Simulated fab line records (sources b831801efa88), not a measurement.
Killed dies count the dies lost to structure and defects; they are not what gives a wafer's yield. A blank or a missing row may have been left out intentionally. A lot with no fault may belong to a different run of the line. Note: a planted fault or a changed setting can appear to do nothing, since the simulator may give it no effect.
The tool behind it: which one?    flow gf180mcu    route of 602 steps, sampled at 1 step: 13 lots, 38 wafers

## WHAT EACH GAUGE READ, for each wafer
GF_M2_CD_MEAS_14 targets a cd of 280 nm. Usual: cd-nm 279.8 nm, standard deviation 1.4.
lot   measured      on         cd-nm (nm)         flag
L493  day 19 07:50  cd-sem-02  279.0 280.1 280.2  
L494  day 19 21:11  cd-sem-01  281.0 282.0 281.8  
L496  day 20 14:15  cd-sem-02  278.8 278.3 277.9  
L497  day 20 21:29  cd-sem-02  278.4 278.6 279.8  
L500  day 22 09:12  cd-sem-01  279.9 279.2 279.5  
L501  day 22 14:37  cd-sem-01  280.8 281.1 281.3  
L502  day 22 23:48  cd-sem-01  279.8 280.5 280.4  
L505  day 23 16:55  cd-sem-02  279.6 280.6        
L506  day 24 02:01  cd-sem-02  277.3 277.3 276.8  
L510  day 25 08:22  cd-sem-01  278.4 277.0 278.7  
L513  day 26 08:31  cd-sem-02  281.8 280.7 281.6  
L514  day 27 00:12  cd-sem-02  281.5 280.7 280.7  
L516  day 27 07:17  cd-sem-02  277.5 277.7 279.1  

## TOOL THAT RAN EACH LOT (tool first, then ch and the chambers of the sampled wafers, then the start)
The record shows no process step preceding these readings.

## WHAT THE TOOLS THEMSELVES READ (means of the sampled wafers that have a number; where no wafer has one, the mark that the record gives instead)
The record holds no such reading with a usual standard deviation.

## THE ANSWER, worked out from the rows above alone
Rule: a lot is off if the mean of its wafers that have a number lies more than 3 standard deviations from the usual mean. A lot without any number at a reading at which 4 lots or more have one is off too. All remaining lots with rows at the step are treated as sound. After the gauges, taken in route order, come the tools' own readings; for these a lot's mean is taken, as printed above. At the first step where some lot is off, the reading lying furthest off is the one used; lots without a number count as furthest.
None of the lots is off at any reading shown; this tells nothing.

## WHAT HAD BEEN PUT IN BY THE SIMULATOR
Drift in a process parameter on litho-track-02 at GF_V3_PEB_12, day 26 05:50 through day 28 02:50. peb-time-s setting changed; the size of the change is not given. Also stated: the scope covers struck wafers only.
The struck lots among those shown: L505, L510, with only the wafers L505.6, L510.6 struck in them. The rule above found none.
